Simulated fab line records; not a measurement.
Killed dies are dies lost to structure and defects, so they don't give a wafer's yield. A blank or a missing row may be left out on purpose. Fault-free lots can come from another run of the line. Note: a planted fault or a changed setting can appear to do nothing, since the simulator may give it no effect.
Which tool was responsible? + flow sky130 + 12 lots with 36 wafers sampled at 6 steps, on a route of 708 steps

WHAT THE GAUGES SHOWED, per wafer
SKY_FIELD_ISO_BOW_MEAS_00. Usual: INCOMING_BOW gives -1 um (standard deviation 5.8).
| lot  | measured    | on            | INCOMING_BOW (um) | flag |
|------|-------------|---------------|-------------------|------|
| L423 | day 1 20:00 | film metro-04 | -9 -2 -2          |      |
| L426 | day 2 11:00 | film metro-04 | 12 -1 -13         |      |
| L428 | day 2 21:02 | film metro-01 | -1 9 3            |      |
| L429 | day 3 02:02 | film metro-04 | 4 13 -5           |      |
| L431 | day 3 12:01 | film metro-01 | -1 -3 -2          |      |
| L436 | day 4 13:01 | film metro-03 | -6 -6 -9          |      |
| L437 | day 4 18:01 | film metro-03 | -2 -14 7          |      |
| L438 | day 4 23:00 | film metro-03 | 0 -12 2           |      |
| L439 | day 5 04:00 | film metro-03 | 6 -7 -8           |      |
| L440 | day 5 09:01 | film metro-04 | -3 6 11           |      |
| L442 | day 5 19:00 | film metro-03 | -2 4 2            |      |
| L444 | day 6 05:01 | film metro-01 | -13 0 -2          |      |

SKY_FIELD_ISO_THK_MEAS_04. Usual: FIELD_ISO_CVD_03_THK gives 164.9 nm (standard deviation 1.7).
| lot  | measured    | on            | FIELD_ISO_CVD_03_THK (nm) | flag |
|------|-------------|---------------|---------------------------|------|
| L423 | day 1 23:59 | film metro-03 | 165.6 167.4 164.4         |      |
| L426 | day 2 17:15 | film metro-04 | 168.4 167.9 168.2         |      |
| L428 | day 3 04:11 | film metro-04 | 162.9 161.0 161.8         |      |
| L429 | day 3 10:43 | film metro-03 | 163.9 164.1 164.0         |      |
| L431 | day 3 19:00 | film metro-01 | 164.2 163.9 163.4         |      |
| L436 | day 4 19:22 | film metro-03 | 163.0 163.6 163.5         |      |
| L437 | day 5 00:52 | film metro-01 | 165.6 165.0 166.3         |      |
| L438 | day 5 04:19 | film metro-04 | 166.3 164.6 165.0         |      |
| L439 | day 5 08:46 | film metro-01 | 165.4 165.2 166.5         |      |
| L440 | day 5 13:22 | film metro-04 | 168.0 166.5 165.8         |      |
| L442 | day 5 22:29 | film metro-04 | 166.9 166.1 167.3         |      |
| L444 | day 6 10:35 | film metro-01 | 165.4 164.8 165.3         |      |

SKY_LDD_N_TW_MEAS_17. Usual: LDD_N_TW gives 2603 (standard deviation 29).
| lot  | measured     | on            | LDD_N_TW                      | flag |
|------|--------------|---------------|-------------------------------|------|
| L423 | day 18 03:14 | film metro-03 | 2587 2596 2576                |      |
| L426 | day 20 12:25 | film metro-04 | 2749 2751 2752 2760 2757 2755 | OFF  |
| L428 | day 20 12:21 | film metro-03 | 2697 2702 2694                | OFF  |
| L429 | day 21 03:48 | film metro-04 | 2747 2741 2739 2760 2741 2743 | OFF  |
| L431 | day 22 02:47 | film metro-01 | 2570 2565 2570                |      |
| L436 | day 23 10:02 | film metro-01 | 2569 2582 2577                |      |
| L437 | day 23 15:50 | film metro-04 | 2653 2661 2653                |      |
| L438 | day 24 01:37 | film metro-03 | 2565 2575 2571                |      |
| L439 | day 24 06:08 | film metro-04 | 2621 2641 2629                |      |
| L440 | day 24 23:26 | film metro-01 | 2571 2580 2589                |      |
| L442 | day 25 13:31 | film metro-03 | 2572 2592 2569                |      |
| L444 | day 25 23:41 | film metro-03 | 2582 2589 2600                |      |

SKY_METAL1_OVL_MEAS_16. Usual: METAL1_OVL gives -3 nm (standard deviation 5.5).
| lot  | measured     | on         | METAL1_OVL (nm) | flag |
|------|--------------|------------|-----------------|------|
| L423 | day 33 06:36 | overlay-02 | -6 -7 -5        |      |
| L426 | day 35 07:03 | overlay-02 | -7 -5 -15       |      |
| L428 | day 35 05:43 | overlay-02 | 2 0 2           |      |
| L429 | day 35 17:55 | overlay-01 | 6 1 7           |      |
| L431 | day 36 16:22 | overlay-01 | -4 -2 -3        |      |
| L436 | day 37 17:19 | overlay-01 | 0 -5 -3         |      |
| L437 | day 37 19:58 | overlay-01 | -4 -1 1         |      |
| L438 | day 38 05:52 | overlay-02 | 0 -6 -4         |      |
| L439 | day 38 06:42 | overlay-01 | -4 -4 1         |      |
| L440 | day 39 00:46 | overlay-01 | 16 4 -2         |      |
| L442 | day 39 10:12 | overlay-02 | 6 -4 -10        |      |
| L444 | day 39 20:42 | overlay-01 | 2 -2 4          |      |

WHAT TOOL EACH LOT RAN ON (gives the tool, then ch and the chambers of the sampled wafers, and finally the start)
| lot  | SKY_LDD_N_IMPLANT_09            | SKY_LDD_N_STRIP_16                   |
|------|---------------------------------|--------------------------------------|
| L423 | implanter-02 ch 0, day 18 02:02 | plasma asher-04 ch 0,1, day 18 03:08 |
| L426 | implanter-02 ch 0, day 20 10:53 | plasma asher-03 ch 0,1, day 20 12:19 |
| L428 | implanter-01 ch 0, day 20 10:38 | plasma asher-01 ch 0,1, day 20 12:16 |
| L429 | implanter-02 ch 0, day 21 02:17 | plasma asher-01 ch 0,1, day 21 03:38 |
| L431 | implanter-01 ch 0, day 22 01:38 | plasma asher-01 ch 0,1, day 22 02:40 |
| L436 | implanter-04 ch 0, day 23 08:53 | plasma asher-01 ch 0,1, day 23 09:55 |
| L437 | implanter-01 ch 0, day 23 14:41 | plasma asher-01 ch 1, day 23 15:43   |
| L438 | implanter-01 ch 0, day 24 00:28 | plasma asher-03 ch 0, day 24 01:31   |
| L439 | implanter-04 ch 0, day 24 04:59 | plasma asher-04 ch 0,1, day 24 06:02 |
| L440 | implanter-04 ch 0, day 24 22:19 | plasma asher-01 ch 0,1, day 24 23:20 |
| L442 | implanter-01 ch 0, day 25 12:22 | plasma asher-04 ch 0,1, day 25 13:25 |
| L444 | implanter-04 ch 0, day 25 22:34 | plasma asher-01 ch 0,1, day 25 23:35 |
- SKY_LDD_N_IMPLANT_09
- SKY_LDD_N_STRIP_16: strips in O2/N2.

WHAT THE TOOLS THEMSELVES READ (means of the sampled wafers that have a number; where no wafer has one, the mark that the record gives instead)
SKY_LDD_N_STRIP_16. Usual: drypump motor current A 5.6 A, standard deviation 0.62; oes product au 0.407 a.u., standard deviation 0.0054; strip time to endpoint s 4.319 s, standard deviation 0.017.
| lot  | tool            | drypump motor current A (A) | oes product au (a.u.) | strip time to endpoint s (s) | flag |
|------|-----------------|-----------------------------|-----------------------|------------------------------|------|
| L423 | plasma asher-04 | 5.3                         | 0.405                 | 4.326                        |      |
| L426 | plasma asher-03 | 5.5                         | 0.412                 | 4.536                        | OFF  |
| L428 | plasma asher-01 | 5.6                         | 0.404                 | 4.517                        | OFF  |
| L429 | plasma asher-01 | 5.5                         | 0.404                 | 4.541                        | OFF  |
| L431 | plasma asher-01 | 5.5                         | 0.406                 | 4.307                        |      |
| L436 | plasma asher-01 | 5.5                         | 0.407                 | 4.322                        |      |
| L437 | plasma asher-01 | 6.3                         | 0.409                 | 4.332                        |      |
| L438 | plasma asher-03 | 4.8                         | 0.409                 | 4.323                        |      |
| L439 | plasma asher-04 | 5.8                         | 0.405                 | 4.304                        |      |
| L440 | plasma asher-01 | 5.9                         | 0.408                 | 4.304                        |      |
| L442 | plasma asher-04 | 5.3                         | 0.406                 | 4.298                        |      |
| L444 | plasma asher-01 | 5.5                         | 0.413                 | 4.306                        |      |

THE ANSWER, worked out from the rows above alone
Rule: take the mean of a lot's wafers that have a number; if it is more than 3 standard deviations from the usual mean, the lot is off. Also off: a lot with no number at a reading for which 4 or more lots have one. Any other lot the step has rows for is counted as sound. Order of review: gauges by route order, followed by the tools' own readings, for which a lot's mean as printed above is used. At the first step where some lot is off, the reading lying furthest off is the one used; lots without a number count as furthest.
Off: at SKY_LDD_N_TW_MEAS_17 (LDD_N_TW), L426, L428, L429.
A tool fits if, at a process step before that reading, it ran every lot that is off, and no sound lot after the first of them. The gauges at SKY_LDD_N_TW_MEAS_17 aren't tried: what is off there is off at SKY_LDD_N_STRIP_16 too, on other tools, and a gauge's error can't cause that. No candidate that was tried fits.

WHAT WAS PUT IN BY THE SIMULATOR
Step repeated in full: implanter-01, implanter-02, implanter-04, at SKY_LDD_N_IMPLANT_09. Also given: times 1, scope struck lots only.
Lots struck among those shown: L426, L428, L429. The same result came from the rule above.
